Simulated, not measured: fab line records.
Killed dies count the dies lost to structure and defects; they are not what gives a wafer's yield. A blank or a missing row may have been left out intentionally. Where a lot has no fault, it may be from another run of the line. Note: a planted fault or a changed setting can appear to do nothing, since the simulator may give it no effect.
fab line records    flow sky130
record: lots: 7  wafers: 21  last_day: 51
route steps=708 shown METAL2@497 VIA2@507
lots that met no fault: from a run of the same line without faults
start_h: hours from the record's opening day to when the first of the lot's shown wafers began    wait_h: hours elapsed since this lot's preceding step    " identical to the entry in the row above    L1.1+2: one row covering several wafers at once    - no value, or no start was given    * or withheld: withheld    < > ~ a bound
route shown NAME@n: a module of which the file shows steps, and the number in the route of the first    usual: mean and standard deviation over wafers with no fault    same: alike in all rows    chamber/n: place in a boat    sites: the reading at each site    _std_site: standard deviation across them    _edge_site: inner sites' mean taken away from outer sites' mean    radius_mm: for every site, how far away it sits from the centre of the wafer    mask NAME#n: copy n    behind: the tool/chamber that last shaped the wafer    hold: why the lot was held/for how many hours/how that ended    device: the n, p or np transistor that did not switch    end of line: at the end of the route, the tests of the same wafers    step lacking rows: just its recipe    killed: count of dies lost to structure and defects at first sort (not the wafer's yield)    map: a wafer's dies, x killed, . not, _ none there
set.NAME: setting as actually run; set.NAME@STEP: the setting as run at that earlier step    model.NAME: the simulator's own value behind a step, which no gauge read
certain route steps with their lots: each step a table, each wafer a row
services: a tool's chamber out of use, with start hour (start_h, from the record's first day; less than 0 if before it), hours out, and reason
== steps ==
step: SKY_METAL2_DEVELOP_14
recipe: develop_time_s: 60  resist: KrF-thick  dev_temp_c: 21
step: SKY_METAL2_CD_MEAS_15
recipe: target_cd_nm: 140
usual: cd_nm: 140.4/1.6
lot.wafer  tool       chamber  start_h  wait_h  cd_nm
L199.2     cd_sem-01  -        860.61   -       142.2
L199.4     "          -        "        "       142.0
L199.6     "          -        "        "       142.3
L200.2     cd_sem-02  -        878.81   -       142.8
L200.3     "          -        "        "       141.5
L200.4     "          -        "        "       142.4
L213.1     cd_sem-01  -        963.01   -       142.3
L213.2     "          -        "        "       143.4
L213.3     "          -        "        "       140.9
L214.1     cd_sem-02  -        970.49   -       139.9
L214.4     "          -        "        "       140.1
L214.5     "          -        "        "       140.2
L215.1     cd_sem-01  -        971.27   -       142.8
L215.2     "          -        "        "       140.5
L215.3     "          -        "        "       141.3
L217.1     cd_sem-01  -        987.72   -       141.3
L217.2     "          -        "        "       140.4
L217.4     "          -        "        "       140.5
L220.1     cd_sem-01  -        1012.04  -       141.7
L220.3     "          -        "        "       140.7
L220.4     "          -        "        "       139.8
step: SKY_METAL2_OVL_MEAS_16
usual: METAL2_OVL: -1/6
lot.wafer  tool        chamber  start_h  wait_h  METAL2_OVL[nm]
L199.2     overlay-02  -        860.72   0.1     7
L199.4     "           -        "        "       1
L199.6     "           -        "        "       4
L200.2     overlay-01  -        878.92   0.1     -10
L200.3     "           -        "        "       -6
L200.4     "           -        "        "       -10
L213.1     overlay-02  -        963.13   0.1     -2
L213.2     "           -        "        "       0
L213.3     "           -        "        "       4
L214.1     overlay-01  -        970.61   0.1     3
L214.4     "           -        "        "       -1
L214.5     "           -        "        "       4
L215.1     overlay-02  -        971.39   0.1     -6
L215.2     "           -        "        "       -5
L215.3     "           -        "        "       -1
L217.1     overlay-01  -        987.84   0.1     0
L217.2     "           -        "        "       -1
L217.4     "           -        "        "       8
L220.1     overlay-02  -        1012.16  0.1     11
L220.3     "           -        "        "       0
L220.4     "           -        "        "       7
step: SKY_METAL2_DESCUM_17
recipe: chemistry: O2  source_power_w: 150  bias_power_w: 0  pressure_mtorr: 10  temp_c: 40  time_s: 8
usual: drypump_motor_current_A: 5.8/0.48  he_backside_leak_sccm: 3.39/0.29  oes_product_au: 0.999/0.01
lot.wafer  tool          chamber  start_h  wait_h  drypump_motor_current_A  he_backside_leak_sccm  oes_product_au  rf_hours_counter_h
L199.2     rie_metal-04  1        860.75   0.0     5.4                      3.25                   0.991           8
L199.4     "             0        "        "       6.4                      3.07                   1.003           -
L199.6     "             0        "        "       6.4                      3.09                   1.002           -
L200.2     rie_metal-03  0        878.95   0.0     5.8                      3.23                   1.006           14
L200.3     "             1        "        "       5.1                      3.52                   1.001           -
L200.4     "             0        "        "       5.9                      3.02                   1.000           -
L213.1     rie_metal-03  0        963.16   0.0     5.8                      3.40                   0.986           19
L213.2     "             1        "        "       5.0                      3.61                   0.993           7
L213.3     "             0        "        "       5.9                      3.44                   0.994           -
L214.1     rie_metal-03  0        970.65   0.0     5.9                      3.09                   0.994           20
L214.4     "             1        "        "       5.1                      3.60                   0.994           -
L214.5     "             1        "        "       5.1                      3.44                   0.996           -
L215.1     rie_metal-04  1        971.42   0.0     5.4                      3.39                   0.997           14
L215.2     "             0        "        "       6.4                      2.98                   0.995           17
L215.3     "             0        "        "       6.4                      3.04                   0.992           -
L217.1     rie_metal-03  0        987.87   0.0     5.9                      3.25                   1.002           20
L217.2     "             1        "        "       5.0                      3.58                   1.015           9
L217.4     "             1        "        "       5.0                      3.51                   1.006           -
L220.1     rie_metal-03  0        1012.20  0.0     5.8                      2.97                   1.007           22
L220.3     "             1        "        "       5.0                      3.45                   0.992           -
L220.4     "             0        "        "       5.9                      3.33                   0.989           -
step: SKY_METAL2_ETCH_18
recipe: chemistry: N2/H2  target: BARC  ion_energy_ev: 200  bias_w: 100  pressure_mtorr: 30  n2_flow_sccm: 100  h2_flow_sccm: 200  icp_w: 500  stop_on: SiO2  time_s: 45.9  target_depth_a: 600
step: SKY_METAL2_METAL_ETCH_19
recipe: target_depth_a: 3600  stop_on: SiO2  over_etch_frac: 0.3  time_s: 78  chemistry: Cl2/BCl3  resist_sidewall_deg: 88  pressure_mtorr: 10  icp_w: 900  bias_w: 48.5  Cl2_flow_sccm: 60  bcl3_flow_sccm: 30
step: SKY_METAL2_STRIP_20
recipe: chemistry: O2/N2  power_w: 1400  pressure_mtorr: 1500  platen_temp_c: withheld  o2_flow_sccm: 3000  n2_flow_sccm: 300  overash_fraction: 0.5
usual: drypump_motor_current_A: 5.77/0.16  n2_flow_sccm: 300.0/0.87  oes_product_au: 0.343/0.0042  strip_time_to_endpoint_s: 2.70/0.041
same: overash_fraction: 0.5
lot.wafer  tool             chamber  start_h  wait_h  drypump_motor_current_A  n2_flow_sccm  oes_product_au  rf_hours_counter_h  strip_time_to_endpoint_s
L199.2     plasma_asher-04  1        860.93   0.1     5.77                     300.5         0.342           75                  2.69
L199.4     "                0        "        "       6.04                     299.2         0.344           -                   2.69
L199.6     "                1        "        "       5.75                     299.9         0.337           -                   2.69
L200.2     plasma_asher-02  1        879.13   0.1     5.71                     299.6         0.348           107                 2.74
L200.3     "                0        "        "       5.96                     299.9         0.347           -                   2.72
L200.4     "                1        "        "       5.68                     300.4         0.345           -                   2.72
L213.1     plasma_asher-04  0        963.35   0.1     6.03                     299.6         0.348           85                  2.70
L213.2     "                1        "        "       5.74                     299.6         0.346           85                  2.73
L213.3     "                0        "        "       6.03                     300.0         0.347           -                   2.71
L214.1     plasma_asher-01  1        970.83   0.1     5.69                     297.9         0.348           22                  2.69
L214.4     "                0        "        "       5.58                     300.1         0.340           -                   2.70
L214.5     "                0        "        "       5.57                     299.4         0.344           -                   2.74
L215.1     plasma_asher-04  0        971.61   0.1     6.03                     300.4         0.345           86                  2.73
L215.2     "                1        "        "       5.76                     299.4         0.343           86                  2.70
L215.3     "                1        "        "       5.74                     299.8         0.341           -                   2.68
L217.1     plasma_asher-04  0        988.06   0.1     6.05                     301.5         0.339           88                  2.70
L217.2     "                1        "        "       5.79                     300.4         0.344           88                  2.73
L217.4     "                1        "        "       5.82                     301.0         0.344           -                   2.65
L220.1     plasma_asher-01  0        1012.38  0.1     5.57                     300.6         0.340           26                  2.69
L220.3     "                0        "        "       5.57                     300.6         0.341           -                   2.71
L220.4     "                1        "        "       5.71                     300.1         0.342           -                   2.67
step: SKY_METAL2_STRIP_21
recipe: chemistry: post_etch_residue_remover  time_s: 1200  temp_c: 72.5
step: SKY_METAL2_CLEAN_22
recipe: chemistry: IPA  time_s: 180  temp_c: 25
step: SKY_METAL2_CLEAN_23
recipe: chemistry: O3/DIW  dry: n2_spin
step: SKY_VIA2_HDPCVD_00
recipe: material: SiO2  target_thk_nm: 1180  sigma_open_frac: 0.3  time_s: 199.5  temp_c: 400  sih4_flow_sccm: 60  pressure_mtorr: 6
step: SKY_VIA2_THK_MEAS_01
recipe: reads: SiO2_of_VIA2_HDPCVD_00
usual: VIA2_HDPCVD_THK: 1190/15
lot.wafer  tool           chamber  start_h  wait_h  VIA2_HDPCVD_THK[nm]
L199.2     film_metro-02  -        861.66   0.1     1171
L199.4     "              -        "        "       1167
L199.6     "              -        "        "       1176
L200.2     film_metro-04  -        879.87   0.1     1190
L200.3     "              -        "        "       1187
L200.4     "              -        "        "       1187
L213.1     film_metro-03  -        964.07   0.1     1202
L213.2     "              -        "        "       1211
L213.3     "              -        "        "       1209
L214.1     film_metro-04  -        971.55   0.1     1183
L214.4     "              -        "        "       1206
L214.5     "              -        "        "       1201
L215.1     film_metro-04  -        972.33   0.1     1193
L215.2     "              -        "        "       1207
L215.3     "              -        "        "       1197
L217.1     film_metro-03  -        988.82   0.1     1202
L217.2     "              -        "        "       1195
L217.4     "              -        "        "       1205
L220.1     film_metro-04  -        1013.10  0.1     1147
L220.3     "              -        "        "       1175
L220.4     "              -        "        "       1168
step: SKY_VIA2_CMP_02
recipe: material: SiO2  down_force_psi: 4  platen_rpm: 60  pad_velocity_m_s: 0.94248
usual: edge_zone_pressure_frac: 1.000/0.0054  head_pressure_psi: 3.999/0.0088  motor_current_A: 12.1/1.4
lot.wafer  tool    chamber  start_h  wait_h  edge_zone_pressure_frac  head_pressure_psi  motor_current_A  model.SiO2_of_VIA2_HDPCVD_00.thk_nm
L199.4     cmp-02  3        861.76   0.1     1.010                    3.987              11.9             494.9
L199.2     "       0        "        "       1.003                    3.979              12.1             493
L199.6     "       3        "        "       1.010                    3.988              11.6             495
L200.4     cmp-02  3        879.97   0.1     1.002                    3.992              11.9             495
L200.2     "       0        "        "       1.001                    4.006              12.0             493.9
L200.3     "       1        "        "       0.990                    3.986              11.4             493.6
L213.2     cmp-02  3        964.25   0.2     -                        -                  -                1212
L213.1     "       0        "        "       -                        -                  -                1202
L213.3     "       1        "        "       -                        -                  -                1208
L214.4     cmp-02  0        971.71   0.1     -                        -                  -                1205
L214.1     "       1        "        "       -                        -                  -                1184
L214.5     "       2        "        "       -                        -                  -                1201
L215.3     cmp-02  2        972.39   0.0     -                        -                  -                1197
L215.1     "       3        "        "       -                        -                  -                1192
L215.2     "       0        "        "       -                        -                  -                1207
L217.1     cmp-02  2        988.88   0.1     0.995                    4.004              14.1             494.5
L217.4     "       3        "        "       0.996                    3.990              12.1             494.8
L217.2     "       0        "        "       1.001                    3.989              11.9             494.1
L220.3     cmp-01  1        1013.16  0.0     1.010                    4.004              10.4             494.8
L220.1     "       2        "        "       0.999                    3.992              11.8             495.3
L220.4     "       3        "        "       1.001                    4.010              12.7             495.6
step: SKY_VIA2_BOW_MEAS_03
recipe: mode: bow
usual: VIA2_BOW: 86/6.6
lot.wafer  tool           chamber  start_h  wait_h  VIA2_BOW[um]
L199.2     film_metro-03  -        862.03   0.2     90
L199.4     "              -        "        "       93
L199.6     "              -        "        "       91
L200.2     film_metro-04  -        880.24   0.2     88
L200.3     "              -        "        "       83
L200.4     "              -        "        "       95
L213.1     film_metro-04  -        964.50   0.1     113
L213.2     "              -        "        "       118
L213.3     "              -        "        "       113
L214.1     film_metro-03  -        971.91   0.1     121
L214.4     "              -        "        "       121
L214.5     "              -        "        "       117
L215.1     film_metro-03  -        972.69   0.2     115
L215.2     "              -        "        "       125
L215.3     "              -        "        "       110
L217.1     film_metro-04  -        989.18   0.2     97
L217.2     "              -        "        "       90
L217.4     "              -        "        "       96
L220.1     film_metro-04  -        1013.46  0.2     95
L220.3     "              -        "        "       87
L220.4     "              -        "        "       95
step: SKY_VIA2_DEHYDRATE_04
recipe: temp_c: 200  time_s: 60
step: SKY_VIA2_HMDS_05
recipe: prime_time_s: 60  prime_temp_c: 120
step: SKY_VIA2_COAT_06
recipe: resist: BARC  temp_c: withheld  time_s: withheld  spin_rpm: 3000  resist_thk_nm: 60
step: SKY_VIA2_COAT_07
recipe: resist: KrF-thick  spin_rpm: 3000  resist_thk_nm: 450
step: SKY_VIA2_SOFTBAKE_08
recipe: temp_c: 100  time_s: 90  resist: KrF-thick
step: SKY_VIA2_EXPOSE_09
recipe: mask_id: VIM2  na: 0.8  source_shape: annular  sigma_inner: 0.55  sigma_outer: 0.85  target_cd_nm: 200  dose_mj: 38
step: SKY_VIA2_PEB_10
recipe: peb_temp_c: withheld  peb_time_s: withheld  resist: KrF-thick
step: SKY_VIA2_DEVELOP_11
recipe: develop_time_s: 60  resist: KrF-thick  dev_temp_c: 21
step: SKY_VIA2_CD_MEAS_12
recipe: target_cd_nm: 200
usual: cd_nm: 199.7/1.5
lot.wafer  tool       chamber  start_h  wait_h  cd_nm
L199.2     cd_sem-01  -        888.43   -       200.9
L199.4     "          -        "        "       200.5
L199.6     "          -        "        "       200.8
L200.2     cd_sem-01  -        905.94   -       200.0
L200.3     "          -        "        "       199.6
L200.4     "          -        "        "       199.8
L213.1     cd_sem-01  -        989.02   -       199.5
L213.2     "          -        "        "       200.2
L213.3     "          -        "        "       199.5
L214.1     cd_sem-01  -        996.26   -       198.4
L214.4     "          -        "        "       198.9
L214.5     "          -        "        "       199.5
L215.1     cd_sem-01  -        997.71   -       199.2
L215.2     "          -        "        "       199.2
L215.3     "          -        "        "       200.2
L217.1     cd_sem-01  -        1013.69  -       201.6
L217.2     "          -        "        "       201.7
L217.4     "          -        "        "       201.2
L220.1     cd_sem-01  -        1037.92  -       198.6
L220.3     "          -        "        "       198.6
L220.4     "          -        "        "       197.8
step: SKY_VIA2_OVL_MEAS_13
usual: VIA2_OVL: 0/5.8
lot.wafer  tool        chamber  start_h  wait_h  VIA2_OVL[nm]
L199.2     overlay-01  -        888.54   0.1     2
L199.4     "           -        "        "       0
L199.6     "           -        "        "       7
L200.2     overlay-01  -        906.04   0.1     14
L200.3     "           -        "        "       6
L200.4     "           -        "        "       1
L213.1     overlay-02  -        989.14   0.1     0
L213.2     "           -        "        "       6
L213.3     "           -        "        "       3
L214.1     overlay-02  -        996.38   0.1     -5
L214.4     "           -        "        "       -4
L214.5     "           -        "        "       -3
L215.1     overlay-02  -        997.83   0.1     8
L215.2     "           -        "        "       3
L215.3     "           -        "        "       1
L217.1     overlay-01  -        1013.81  0.1     1
L217.2     "           -        "        "       0
L217.4     "           -        "        "       1
L220.1     overlay-02  -        1038.04  0.1     -5
L220.3     "           -        "        "       -3
L220.4     "           -        "        "       -3
step: SKY_VIA2_ETCH_14
recipe: chemistry: N2/H2  target: BARC  ion_energy_ev: 200  source_w: 500  bias_w: 100  pressure_mtorr: 30  n2_flow_sccm: 100  h2_flow_sccm: 200  stop_on: SiO2  time_s: 45.9  target_depth_a: 600
step: SKY_VIA2_ETCH_15
recipe: target: SiO2  chemistry: C4F8/O2/Ar  target_depth_nm: 546  stop_on: TiN  mask_material: KrF-thick  source_w: 1500  bias_w: 1200  pressure_mtorr: 40  c4f8_flow_sccm: withheld  O2_flow_sccm: 6  Ar_flow_sccm: 300  time_s: 84
usual: oes_product_au: 0.939/0.0052
lot.wafer  tool         chamber  start_h  wait_h  oes_product_au  rf_hours_counter_h  model.VIA2.feature_depth_nm  model.etch.depth_nm
L199.2     rie_diel-02  1        888.61   0.0     0.938           9                   493                          493
L199.4     "            0        "        "       0.933           26                  494.9                        494.9
L199.6     "            0        "        "       0.938           -                   495                          495
L200.2     rie_diel-03  3        906.11   0.0     0.948           7                   493.9                        493.9
L200.3     "            2        "        "       0.938           13                  493.6                        493.6
L200.4     "            0        "        "       0.931           8                   495                          495
L213.1     rie_diel-03  0        989.21   0.0     1.629           10                  547.4                        547.4
L213.2     "            2        "        "       1.596           15                  537.9                        537.9
L213.3     "            3        "        "       1.602           9                   536.2                        536.2
L214.1     rie_diel-02  2        996.46   0.0     1.612           6                   537.2                        537.2
L214.4     "            1        "        "       1.621           12                  542                          542
L214.5     "            3        "        "       1.648           -                   554.7                        554.7
L215.1     rie_diel-03  0        997.91   0.0     1.606           11                  537.3                        537.3
L215.2     "            2        "        "       1.603           15                  532.2                        532.2
L215.3     "            1        "        "       1.626           15                  547.1                        547.1
L217.1     rie_diel-04  2        1013.89  0.0     0.931           26                  494.5                        494.5
L217.2     "            3        "        "       0.935           22                  494.1                        494.1
L217.4     "            1        "        "       0.936           30                  494.8                        494.8
L220.1     rie_diel-02  1        1038.12  0.0     0.932           13                  495.3                        495.3
L220.3     "            2        "        "       0.934           7                   494.8                        494.8
L220.4     "            0        "        "       0.942           2                   495.6                        495.6
step: SKY_VIA2_STRIP_16
recipe: chemistry: O2/N2  power_w: 1400  pressure_mtorr: 1500  platen_temp_c: withheld  o2_flow_sccm: 3000  n2_flow_sccm: 300  overash_fraction: 0.5
usual: drypump_motor_current_A: 5.63/0.25  n2_flow_sccm: 299.9/0.98  oes_product_au: 0.399/0.0043  strip_time_to_endpoint_s: 4.048/0.025
same: overash_fraction: 0.5
lot.wafer  tool             chamber  start_h  wait_h  drypump_motor_current_A  n2_flow_sccm  oes_product_au  rf_hours_counter_h  strip_time_to_endpoint_s
L199.2     plasma_asher-03  1        888.68   0.0     5.20                     298.2         0.397           47                  4.015
L199.4     "                1        "        "       5.20                     300.0         0.394           -                   4.068
L199.6     "                1        "        "       5.20                     300.1         0.405           -                   4.062
L200.2     plasma_asher-03  0        906.18   0.0     5.87                     300.6         0.392           49                  4.055
L200.3     "                0        "        "       5.83                     300.5         0.396           -                   4.075
L200.4     "                1        "        "       5.21                     299.6         0.395           -                   4.021
L213.1     plasma_asher-02  0        989.28   0.0     5.95                     299.3         0.401           116                 4.039
L213.2     "                1        "        "       5.73                     300.1         0.398           116                 4.060
L213.3     "                0        "        "       5.95                     301.2         0.408           -                   4.076
L214.1     plasma_asher-02  1        996.52   0.0     5.75                     300.8         0.402           117                 4.065
L214.4     "                1        "        "       5.76                     301.0         0.405           -                   4.043
L214.5     "                0        "        "       5.95                     300.4         0.392           -                   4.007
L215.1     plasma_asher-01  0        997.97   0.0     5.57                     300.9         0.395           25                  4.030
L215.2     "                1        "        "       5.72                     300.3         0.400           25                  4.080
L215.3     "                1        "        "       5.74                     299.6         0.396           -                   4.041
L217.1     plasma_asher-01  0        1013.95  0.0     5.58                     302.0         0.396           26                  4.039
L217.2     "                1        "        "       5.74                     300.0         0.394           26                  4.032
L217.4     "                1        "        "       5.75                     299.3         0.394           -                   4.049
L220.1     plasma_asher-01  0        1038.18  0.0     5.57                     300.4         0.396           29                  4.081
L220.3     "                0        "        "       5.58                     301.3         0.397           -                   4.093
L220.4     "                1        "        "       5.74                     299.9         0.404           -                   4.097
step: SKY_VIA2_STRIP_17
recipe: chemistry: post_etch_residue_remover  time_s: 1200  temp_c: 72.5
step: SKY_VIA2_CLEAN_18
recipe: chemistry: IPA  time_s: 180  temp_c: 25
step: SKY_VIA2_CLEAN_19
recipe: chemistry: O3/DIW  dry: n2_spin
step: SKY_VIA2_SPUTTER_20
recipe: material: TiN  target_thk_nm: 20  chamber_pressure_pa: 5  power_w: 4000  time_s: 80
usual: throttle_valve_pct: 29.8/0.9
lot.wafer  tool            chamber  start_h  wait_h  throttle_valve_pct
L199.2     pvd_sputter-03  -        889.31   0.0     29.5
L199.4     "               -        "        "       30.2
L199.6     "               -        "        "       30.0
L200.2     pvd_sputter-03  -        906.80   0.0     29.6
L200.3     "               -        "        "       30.3
L200.4     "               -        "        "       29.7
L213.1     pvd_sputter-01  -        989.87   0.0     31.0
L213.2     "               -        "        "       28.9
L213.3     "               -        "        "       28.3
L214.1     pvd_sputter-04  -        997.11   0.0     29.3
L214.4     "               -        "        "       28.5
L214.5     "               -        "        "       30.5
L215.1     pvd_sputter-04  -        998.56   0.0     30.7
L215.2     "               -        "        "       28.4
L215.3     "               -        "        "       29.3
L217.1     pvd_sputter-04  -        1014.54  0.0     31.1
L217.2     "               -        "        "       28.6
L217.4     "               -        "        "       30.5
L220.1     pvd_sputter-04  -        1038.98  0.0     30.7
L220.3     "               -        "        "       29.3
L220.4     "               -        "        "       30.4
step: SKY_VIA2_CVD_21
recipe: material: W  target_thk_nm: 420  time_s: 126.4  temp_c: 400  pressure_torr: 40
usual: heater_power_w: 876/77
lot.wafer  tool      chamber  start_h  wait_h  heater_power_w
L199.2     cvd_w-02  1        889.37   0.0     946
L199.4     "         0        "        "       1022
L199.6     "         0        "        "       1062
L200.2     cvd_w-01  0        906.86   0.0     915
L200.3     "         1        "        "       807
L200.4     "         0        "        "       916
L213.1     cvd_w-01  0        989.93   0.0     942
L213.2     "         1        "        "       786
L213.3     "         1        "        "       781
L214.1     cvd_w-01  1        997.17   0.0     790
L214.4     "         0        "        "       914
L214.5     "         0        "        "       926
L215.1     cvd_w-02  0        998.62   0.0     985
L215.2     "         1        "        "       896
L215.3     "         0        "        "       972
L217.1     cvd_w-02  1        1014.60  0.0     846
L217.2     "         0        "        "       976
L217.4     "         1        "        "       900
L220.1     cvd_w-01  1        1039.04  0.0     789
L220.3     "         1        "        "       808
L220.4     "         0        "        "       896
step: SKY_VIA2_CMP_24
recipe: stop_on: SiO2  t_overpolish_s: 20  down_force_psi: 3.5  platen_rpm: 60  target_thk_nm: 0  pad_velocity_m_s: 0.94248
usual: edge_zone_pressure_frac: 1.000/0.0046  head_pressure_psi: 3.500/0.0076  motor_current_A: 11.0/1.2
lot.wafer  tool    chamber  start_h  wait_h  edge_zone_pressure_frac  head_pressure_psi  motor_current_A  model.SiO2_of_VIA2_HDPCVD_00.thk_nm
L199.4     cmp-02  2        889.78   0.1     1.006                    3.511              12.3             490.5
L199.2     "       3        "        "       0.996                    3.494              11.4             488.6
L199.6     "       1        "        "       1.002                    3.495              10.2             490.6
L200.4     cmp-02  1        907.17   0.0     0.999                    3.494              10.2             490.6
L200.3     "       2        "        "       0.996                    3.492              13.0             489.2
L200.2     "       0        "        "       0.998                    3.494              11.4             489.5
L213.1     cmp-02  1        990.42   0.2     0.997                    3.492              10.2             1198
L213.2     "       2        "        "       1.001                    3.509              13.3             1207
L213.3     "       3        "        "       1.007                    3.504              11.4             1204
L214.4     cmp-02  1        997.48   0.0     1.001                    3.489              10.0             1201
L214.1     "       3        "        "       1.002                    3.505              10.8             1179
L214.5     "       2        "        "       1.002                    3.511              13.4             1196
L215.2     cmp-02  3        998.93   0.0     1.003                    3.514              10.6             1203
L215.3     "       0        "        "       1.001                    3.506              10.6             1193
L215.1     "       2        "        "       1.001                    3.507              13.1             1188
L217.1     cmp-01  3        1014.96  0.1     0.995                    3.487              11.9             490.1
L217.4     "       0        "        "       0.996                    3.512              9.0              490.4
L217.2     "       1        "        "       1.000                    3.498              9.9              489.7
L220.1     cmp-01  0        1039.35  0.1     1.001                    3.500              9.3              490.9
L220.4     "       1        "        "       0.997                    3.499              9.8              491.2
L220.3     "       3        "        "       0.997                    3.501              11.8             490.4
== services ==
tool             chamber  start_h  hours  kind
rie_diel-02      3        841.46   3.8    repair
cmp-02           -        846.00   7.3    repair
cvd_w-02         -        853.57   6.0    pm
cmp-02           -        864.95   0.7    repair
rie_diel-02      -        865.08   0.2    repair
cvd_w-02         1        869.81   5.5    repair
plasma_asher-02  -        880.79   18.3   repair
cmp-01           -        881.07   3.2    repair
plasma_asher-02  -        891.27   2.8    repair
cvd_w-02         -        904.00   14.0   pm
cmp-01           -        912.25   4.0    pm
cmp-02           -        916.84   1.1    repair
plasma_asher-04  -        923.14   3.5    repair
rie_diel-03      -        928.22   0.3    repair
rie_diel-03      0        938.88   2.1    repair
rie_diel-03      -        950.06   0.2    repair
cmp-01           -        958.86   54.0   repair
plasma_asher-02  -        963.28   2.8    pm
cmp-01           -        990.65   1.9    repair
cmp-02           -        990.74   0.5    repair
cmp-01           -        1005.47  5.3    repair
plasma_asher-04  -        1014.03  1.7    repair
cmp-02           -        1026.96  4.4    pm
cmp-01           -        1032.28  0.5    repair
== key ==
first_sign: step: SKY_VIA2_CMP_02  reading: tool_record  direction: missing
effect: step: SKY_VIA2_BOW_MEAS_03  reading: VIA2_BOW  direction: up  sigmas: 4.7  usual: 86  struck: 117
effect: step: SKY_VIA2_ETCH_15  reading: oes_product_au  direction: up  sigmas: 99+  usual: 0.939  struck: 1.616
model_effect: step: SKY_VIA2_CMP_02  value: SiO2_of_VIA2_HDPCVD_00.thk_nm  without: 494.4  struck: 1201
model_effect: step: SKY_VIA2_ETCH_15  value: VIA2.feature_depth_nm  without: 494.4  struck: 541.3
model_effect: step: SKY_VIA2_CMP_24  value: SiO2_of_VIA2_HDPCVD_00.thk_nm  without: 490  struck: 1197
met_at SKY_VIA2_CMP_02
struck_wafers L213.1,L213.2,L213.3,L214.1,L214.4,L214.5,L215.1,L215.2,L215.3
later_rows_left_out L213.1,L213.2,L213.3,L214.1,L214.4,L214.5,L215.1,L215.2,L215.3
sort_left_out L213.1,L213.2,L213.3,L214.1,L214.4,L214.5,L215.1,L215.2,L215.3
onset_between 879.97 964.25
fault: kind: skipped_step_whole  tool: cmp-02  chamber: -  onset_h: 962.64  steps: SKY_VIA2_CMP_02  scope: struck_lots_only
sort_left_out: the simulated sort isn't trusted on such a fault, so these wafers' sort isn't shown, and their yield isn't known
later_rows_left_out: the simulator's readings of these wafers behind a module that went badly wrong aren't trusted and aren't shown, but for the sort
